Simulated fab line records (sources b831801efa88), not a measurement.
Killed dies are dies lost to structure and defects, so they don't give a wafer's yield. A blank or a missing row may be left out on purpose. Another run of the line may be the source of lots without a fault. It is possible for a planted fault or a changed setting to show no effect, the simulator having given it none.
A struck lot beside a sound one || flow sky130 || 15 steps out of a route of 708
Sound: wafers L964.3, L964.5, L964.6. Struck: wafer L972.4 (L972.1, L972.6, from the same lot, were not struck and are left out); the cause is given at the end.
Order at every step that has rows: each side's tool, ch and its chambers, its first start. Under that, the readings that differ: sound wafers || struck wafers || difference of the means || sigmas: that difference in standard deviations of wafers without a fault.
alike: readings whose means differ by less than 2 such deviations, and words and numbers that are the same on both sides. not compared: withheld readings, readings that some wafer has no value for, bounds like >300 that may hide the same value, and numbers for which the record gives no deviation and whose values overlap.
A row with sigmas, a row that says differs or no value, or rows on one side alone: a step with any of these is where the two part. Numbers that have no deviation but don't overlap get no sigmas and don't part them. A reading that every wafer of one side lacks parts them only if that side has two wafers or more.

SKY_VIA1_CMP_02: polishes SiO2.
  sound on cmp-02 ch 1,2, day 37 03:22; struck on cmp-01 ch 1, day 39 03:40
  alike: motorCurrentA
SKY_VIA1_BOW_MEAS_03:
  sound: filmMetro-02 at day 37 03:39; struck: filmMetro-02 at day 39 03:58
  alike: VIA1_BOW
then, 8 steps without rows for these wafers: SKY_VIA1_DEHYDRATE_04 (time 60 s); SKY_VIA1_HMDS_05 (prime time 60 s); SKY_VIA1_COAT_06 (resist thk 60 nm); SKY_VIA1_COAT_07 (resist thk 450 nm); SKY_VIA1_SOFTBAKE_08 (time 88.51 s); SKY_VIA1_EXPOSE_09 (exposes mask VIM, target cd 150 nm); SKY_VIA1_PEB_10; SKY_VIA1_DEVELOP_11 (develop time 60 s).
SKY_VIA1_CD_MEAS_12: the cd target is 150 nm.
  sound: cdSem-01 at day 38 05:55; struck: cdSem-01 at day 40 04:50
{"reading": "cdNm (nm)", "sound": "151.0 150.6 151.1", "struck": 146.6, "difference": -4.3, "sigmas": -3}
SKY_VIA1_OVL_MEAS_13:
  sound: overlay-01 at day 38 06:00; struck: overlay-01 at day 40 04:57
  alike: VIA1_OVL
SKY_VIA1_ETCH_14: etches BARC in N2/H2, stops on SiO2, time 45.9 s, target depth 60 nm.
  sound on rieDiel-04 ch 0,1,2, day 38 06:02; struck on rieDiel-02 ch 2, day 40 04:59
{"reading": "biasW (W)", "sound": "100.10 99.79 100.27", "struck": 103.89, "difference": "+3.84", "sigmas": "+14"}
{"reading": "chamberPressureMTorr (mTorr)", "sound": "29.981 30.015 30.017", "struck": 29.949, "difference": -0.055, "sigmas": -2}
  alike: drypumpMotorCurrentA, oesProductAu, throttleValvePct
  not compared: rfHoursCounterH
SKY_VIA1_ETCH_15: etches SiO2 in C4F8/O2/Ar, stops on TiN, target depth 351 nm, time 54 s.
  sound on rieDiel-04 ch 0,1,2, day 38 06:04; struck on rieDiel-02 ch 2, day 40 05:02
  alike: biasW, chamberPressureMTorr, oesProductAu
  not compared: rfHoursCounterH
-- the record jumps here: 10 days lie between the struck wafers' starts before and after (it left off in module VIA1 and takes up again in module PAD_OPEN, whose first step shown is number 708 of the route) --
SKY_PAD_OPEN_PROBE_99:
  sound: prober-02 at day 49 02:45; struck: prober-01 at day 50 14:24
{"reading": "killed_at_M0_to_M3", "sound": "44 36 42", "struck": 60, "difference": "+19", "sigmas": "+3"}
{"reading": "killedAtContacts", "sound": "22 28 40", "struck": 16, "difference": -14, "sigmas": -2}
  alike: defectLimitedYield, killed_at_M4_up, killedAtFrontEnd, killedAtOther, killedDies, killedOpen, killedShort, sort_bin_3_pad_short, sort_bin_5_function, sort_bin_6_memory, sortNPass, sortYieldPct

WHERE THEY PART
At SKY_VIA1_CD_MEAS_12 first; at SKY_PAD_OPEN_PROBE_99 last (within this record only).

WHY: what had been put in by the simulator
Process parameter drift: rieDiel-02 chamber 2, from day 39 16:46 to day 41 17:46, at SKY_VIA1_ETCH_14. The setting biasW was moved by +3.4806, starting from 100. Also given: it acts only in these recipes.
